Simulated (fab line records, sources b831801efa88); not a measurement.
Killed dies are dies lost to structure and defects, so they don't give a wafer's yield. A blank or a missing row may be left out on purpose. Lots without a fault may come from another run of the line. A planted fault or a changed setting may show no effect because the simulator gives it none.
fab line records | flow gf180mcu
record lots=13 wafers=39 last_day=34
route steps=602 shown HV_LDD@222 SAB@273 CONTACT@289 V1@360
lots that met no fault: from a run of the same line without faults
start_h: hours from the record's first day to the start of the lot's first wafer shown | wait_h: hours since the lot's step before | " the same as in the row above | L1.1+2: a row that stands for several wafers | - no value, or no start given | * or withheld: withheld | < > ~ a bound
route shown NAME@n: a module of which the file shows steps, and the number in the route of the first | usual: mean/standard deviation of fault-free wafers | same: alike in all rows | chamber/n: place in a boat | sites: the reading at each site | _std_site: their standard deviation | _edge_site: outer sites' mean less inner sites' | radius_mm: how far each site lies from the wafer's centre | mask NAME#n: copy n | behind: the tool/chamber that last shaped the wafer | hold: why the lot was held/for how many hours/how that ended | device: the transistor (n, p or np) that didn't switch | end of line: the same wafers' tests at the end of the route | a step without rows: its recipe alone | killed: dies lost to structure and defects at the first sort, not the wafer's yield | map: a wafer's dies, x killed, . not, _ none there
set.NAME: the setting as run; set.NAME@STEP: as run at that earlier step | model.NAME: the simulator's own value behind a step, which no gauge read
steps of the route over a sample of lots; a table a step, a row a wafer
services: from which hour (start_h, from the record's first day; less than 0 if before it) a tool's chamber was out of use, for how many hours, and why
## steps
# step GF_HV_LDD_CD_MEAS_46
# recipe target_cd_nm=400
# usual cd_nm=399.9/2.6
# columns lot.wafer tool chamber start_h wait_h cd_nm
L537.3 cd_sem-01 - 273.62 0.1 395.0
L537.4 " - " " 395.2
L537.6 " - " " 395.8
L540.1 cd_sem-01 - 301.55 0.1 396.9
L540.2 " - " " 399.2
L540.6 " - " " 399.2
L546.2 cd_sem-01 - 342.01 0.1 400.1
L546.4 " - " " 402.0
L546.6 " - " " 399.0
L548.4 cd_sem-01 - 362.69 0.1 404.1
L548.5 " - " " 405.1
L548.6 " - " " 405.8
L549.2 cd_sem-02 - 365.95 0.1 400.6
L549.5 " - " " 401.9
L549.6 " - " " 400.3
L553.2 cd_sem-01 - 400.60 0.1 401.5
L553.5 " - " " 400.0
L553.6 " - " " 400.7
L554.2 cd_sem-01 - 413.22 0.1 400.4
L554.4 " - " " 397.7
L554.5 " - " " 399.2
L555.1 cd_sem-02 - 420.88 0.1 404.3
L555.5 " - " " 399.5
L555.6 " - " " 403.7
L556.2 cd_sem-02 - 426.77 0.1 402.0
L556.3 " - " " 402.9
L556.5 " - " " 400.5
L557.3 cd_sem-02 - 436.32 0.1 399.8
L557.4 " - " " 398.7
L557.5 " - " " 400.1
L558.1 cd_sem-01 - 439.55 0.1 398.6
L558.2 " - " " 395.7
L558.4 " - " " 397.7
L559.1 cd_sem-01 - 457.72 0.1 398.0
L559.2 " - " " 399.6
L559.6 " - " " 399.2
L560.2 cd_sem-02 - 466.70 0.1 401.3
L560.3 " - " " 401.8
L560.5 " - " " 401.5
# step GF_SAB_CD_MEAS_09
# recipe target_cd_nm=420
# usual cd_nm=420.5/1.9
# columns lot.wafer tool chamber start_h wait_h cd_nm
L537.3 cd_sem-02 - 339.07 0.1 419.2
L537.4 " - " " 421.1
L537.6 " - " " 419.5
L540.1 cd_sem-02 - 370.03 0.1 417.4
L540.2 " - " " 416.3
L540.6 " - " " 417.1
L546.2 cd_sem-02 - 414.50 0.1 422.1
L546.4 " - " " 418.4
L546.6 " - " " 420.4
L548.4 cd_sem-01 - 436.54 0.1 417.8
L548.5 " - " " 419.5
L548.6 " - " " 419.6
L549.2 cd_sem-02 - 440.47 0.1 421.4
L549.5 " - " " 422.3
L549.6 " - " " 419.5
L553.2 cd_sem-02 - 477.04 0.1 420.1
L553.5 " - " " 422.0
L553.6 " - " " 418.8
L554.2 cd_sem-02 - 489.89 0.1 420.4
L554.4 " - " " 419.3
L554.5 " - " " 419.2
L555.1 cd_sem-02 - 498.02 0.1 421.0
L555.5 " - " " 422.0
L555.6 " - " " 423.0
L556.2 cd_sem-02 - 503.55 0.1 419.4
L556.3 " - " " 419.1
L556.5 " - " " 418.6
L557.3 cd_sem-01 - 512.76 0.1 421.6
L557.4 " - " " 422.0
L557.5 " - " " 422.4
L558.1 cd_sem-02 - 517.17 0.1 421.3
L558.2 " - " " 418.9
L558.4 " - " " 418.7
L559.1 cd_sem-02 - 533.05 0.1 423.0
L559.2 " - " " 423.0
L559.6 " - " " 419.8
L560.2 cd_sem-01 - 540.19 0.1 422.4
L560.3 " - " " 421.1
L560.5 " - " " 424.5
# step GF_CONTACT_CVD_02
# recipe material=SiO2 target_thk_nm=860 precursor=TEOS temp_c=400 time_s=95.992 rf_w=600
# usual heater_power_w=653/120
# columns lot.wafer tool chamber start_h wait_h heater_power_w
L537.3 pecvd-03 2 340.18 0.0 793
L537.4 " 0 " " 553
L537.6 " 2 " " 880
L540.1 pecvd-04 2 371.15 0.1 515
L540.2 " 1 " " 632
L540.6 " 2 " " 573
L546.2 pecvd-02 1 415.68 0.0 761
L546.4 " 2 " " 687
L546.6 " 0 " " 822
L548.4 pecvd-02 2 437.64 0.1 554
L548.5 " 1 " " 724
L548.6 " 0 " " 808
L549.2 pecvd-04 2 441.58 0.0 526
L549.5 " 1 " " 545
L549.6 " 2 " " 576
L553.2 pecvd-04 0 478.28 0.0 592
L553.5 " 2 " " 531
L553.6 " 1 " " 662
L554.2 pecvd-03 2 491.01 0.0 830
L554.4 " 2 " " 897
L554.5 " 0 " " 455
L555.1 pecvd-02 1 499.19 0.1 652
L555.5 " 0 " " 813
L555.6 " 1 " " 733
L556.2 pecvd-04 2 504.68 0.0 469
L556.3 " 1 " " 674
L556.5 " 2 " " 538
L557.3 pecvd-03 1 513.86 0.0 600
L557.4 " 2 " " 928
L557.5 " 0 " " 445
L558.1 pecvd-03 1 518.30 0.1 587
L558.2 " 0 " " 469
L558.4 " 2 " " 931
L559.1 pecvd-04 0 534.19 0.1 670
L559.2 " 1 " " 660
L559.6 " 1 " " 553
L560.2 pecvd-04 2 541.34 0.0 497
L560.3 " 0 " " 756
L560.5 " 2 " " 559
# step GF_CONTACT_THK_MEAS_03
# recipe reads=SiO2_of_CONTACT_CVD_02
# usual CONTACT_CVD_02_THK=862/10
# columns lot.wafer tool chamber start_h wait_h CONTACT_CVD_02_THK[nm]
L537.3 film_metro-03 - 340.27 0.1 858
L537.4 " - " " 866
L537.6 " - " " 865
L540.1 film_metro-04 - 371.22 0.0 854
L540.2 " - " " 839
L540.6 " - " " 865
L546.2 film_metro-03 - 415.76 0.0 1090
L546.4 " - " " 1107
L546.6 " - " " 1110
L548.4 film_metro-03 - 437.70 0.0 1102
L548.5 " - " " 1107
L548.6 " - " " 1111
L549.2 film_metro-01 - 441.66 0.0 863
L549.5 " - " " 865
L549.6 " - " " 857
L553.2 film_metro-01 - 478.36 0.0 867
L553.5 " - " " 862
L553.6 " - " " 844
L554.2 film_metro-03 - 491.09 0.0 849
L554.4 " - " " 863
L554.5 " - " " 872
L555.1 film_metro-03 - 499.26 0.0 851
L555.5 " - " " 861
L555.6 " - " " 870
L556.2 film_metro-04 - 504.76 0.0 859
L556.3 " - " " 856
L556.5 " - " " 878
L557.3 film_metro-03 - 513.95 0.1 856
L557.4 " - " " 872
L557.5 " - " " 873
L558.1 film_metro-04 - 518.37 0.0 854
L558.2 " - " " 863
L558.4 " - " " 870
L559.1 film_metro-01 - 534.26 0.0 877
L559.2 " - " " 856
L559.6 " - " " 865
L560.2 film_metro-03 - 541.42 0.0 860
L560.3 " - " " 872
L560.5 " - " " 860
# step GF_CONTACT_CMP_04
# recipe material=SiO2 down_force_psi=4 platen_rpm=60 pad_velocity_m_s=0.94248
# usual motor_current_A=12.0/0.76 time_to_endpoint_s=113/5.3
# columns lot.wafer tool chamber start_h wait_h motor_current_A time_to_endpoint_s
L537.4 cmp-02 0 340.31 0.0 13.1 115
L537.3 " 3 " " 11.5 108
L537.6 " 0 " " 13.2 118
L540.2 cmp-01 3 371.33 0.1 11.5 110
L540.1 " 1 " " 13.0 114
L540.6 " 2 " " 11.1 114
L546.2 cmp-01 1 415.81 0.0 12.9 194
L546.4 " 3 " " 11.7 198
L546.6 " 2 " " 12.2 196
L548.4 cmp-02 2 437.83 0.1 11.2 201
L548.6 " 0 " " 12.8 214
L548.5 " 1 " " 12.2 205
L549.2 cmp-01 2 441.86 0.2 11.5 111
L549.6 " 3 " " 12.1 113
L549.5 " 0 " " 11.2 113
L553.2 cmp-02 0 478.56 0.2 13.3 122
L553.5 " 1 " " 13.3 111
L553.6 " 2 " " 11.1 112
L554.2 cmp-02 1 491.14 0.0 12.8 112
L554.4 " 0 " " 13.0 124
L554.5 " 1 " " 12.5 124
L555.1 cmp-01 3 499.32 0.1 11.4 104
L555.6 " 3 " " 11.4 115
L555.5 " 0 " " 11.2 107
L556.3 cmp-01 3 504.81 0.0 12.0 109
L556.2 " 1 " " 13.2 113
L556.5 " 3 " " 11.5 116
L557.4 cmp-01 1 514.09 0.1 13.2 119
L557.3 " 2 " " 11.6 110
L557.5 " 3 " " 12.4 115
L558.1 cmp-01 3 518.43 0.1 11.8 104
L558.2 " 1 " " 12.9 107
L558.4 " 2 " " 11.2 107
L559.1 cmp-02 3 534.32 0.1 12.1 119
L559.2 " 1 " " 12.8 108
L559.6 " 0 " " 12.9 113
L560.3 cmp-02 2 541.47 0.0 11.5 119
L560.2 " 1 " " 13.0 110
L560.5 " 3 " " 11.9 114
# step GF_V1_THK_MEAS_25
# recipe thk_meas_gauge=xrf reads=W_of_V1_CVD_23
# usual V1_W_THK=345/4.8
# columns lot.wafer tool chamber start_h wait_h V1_W_THK[nm]
L537.3 film_metro-02 - 412.39 0.1 350
L537.4 " - " " 348
L537.6 " - " " 342
L540.1 film_metro-03 - 446.54 0.1 348
L540.2 " - " " 338
L540.6 " - " " 351
L546.2 film_metro-01 - 492.27 0.1 345
L546.4 " - " " 343
L546.6 " - " " 345
L548.4 film_metro-01 - 514.89 0.1 360
L548.5 " - " " 355
L548.6 " - " " 352
L549.2 film_metro-01 - 518.45 0.1 354
L549.5 " - " " 354
L549.6 " - " " 351
L553.2 film_metro-02 - 552.38 0.1 346
L553.5 " - " " 339
L553.6 " - " " 345
L554.2 film_metro-02 - 565.55 0.1 342
L554.4 " - " " 346
L554.5 " - " " 341
L555.1 film_metro-02 - 571.62 0.1 343
L555.5 " - " " 348
L555.6 " - " " 344
L556.2 film_metro-01 - 577.78 0.1 353
L556.3 " - " " 348
L556.5 " - " " 355
L557.3 film_metro-02 - 585.60 0.1 343
L557.4 " - " " 350
L557.5 " - " " 348
L558.1 film_metro-02 - 590.52 0.1 338
L558.2 " - " " 338
L558.4 " - " " 345
L559.1 film_metro-03 - 604.18 0.1 346
L559.2 " - " " 350
L559.6 " - " " 348
L560.2 film_metro-03 - 610.89 0.1 344
L560.3 " - " " 343
L560.5 " - " " 347
## services
# columns tool chamber start_h hours kind
pecvd-02 - 321.12 5.1 repair
pecvd-04 2 329.05 12.2 repair
pecvd-04 1 339.93 21.0 repair
cmp-02 - 361.76 0.5 repair
pecvd-04 1 363.04 7.5 repair
cmp-02 - 367.26 4.6 pm
pecvd-03 - 368.88 14.0 pm
pecvd-03 0 368.88 14.0 vent_cycle
cmp-01 - 388.86 1.2 repair
cmp-01 - 404.44 4.0 pm
cmp-02 - 404.82 1.9 repair
cmp-01 - 408.44 - consumable_replace:conditioner
cmp-01 - 408.44 - consumable_replace:pad
cmp-02 - 442.73 5.3 repair
pecvd-03 - 445.31 1.0 repair
cmp-02 - 446.33 1.1 repair
pecvd-03 - 463.51 1.1 repair
pecvd-02 - 466.30 0.9 repair
pecvd-04 - 484.58 6.0 pm
cmp-02 - 489.92 1.1 repair
cmp-01 - 502.23 0.8 repair
pecvd-04 2 510.93 4.6 repair
cmp-02 - 517.84 1.6 repair
cmp-02 - 527.60 1.7 repair
## key
first_sign step=GF_CONTACT_THK_MEAS_03 reading=CONTACT_CVD_02_THK direction=up sigmas=23 usual=862 struck=1105
effect step=GF_CONTACT_CMP_04 reading=time_to_endpoint_s direction=up sigmas=17 usual=* struck=*
met_at GF_CONTACT_CVD_02
struck_lots L546,L548
tester_left_out L546,L548
not_acting_at GF_HV_LDD_CD_MEAS_46,GF_SAB_CD_MEAS_09,GF_V1_THK_MEAS_25
fault kind=process_parameter_drift tool=pecvd-02 chamber=- onset_h=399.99 steps=GF_CONTACT_CVD_02 channel=target_thk_nm offset=236.38 shape=step end_h=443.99 acts_in=these_recipes_only stated=860
# tester_left_out: of these lots the tester's yield and bins aren't shown, on N5 and GAA mostly nor the transistor test; their killed dies are dies lost to structure and defects alone, not to doping, threshold or leakage, so they don't give the yield
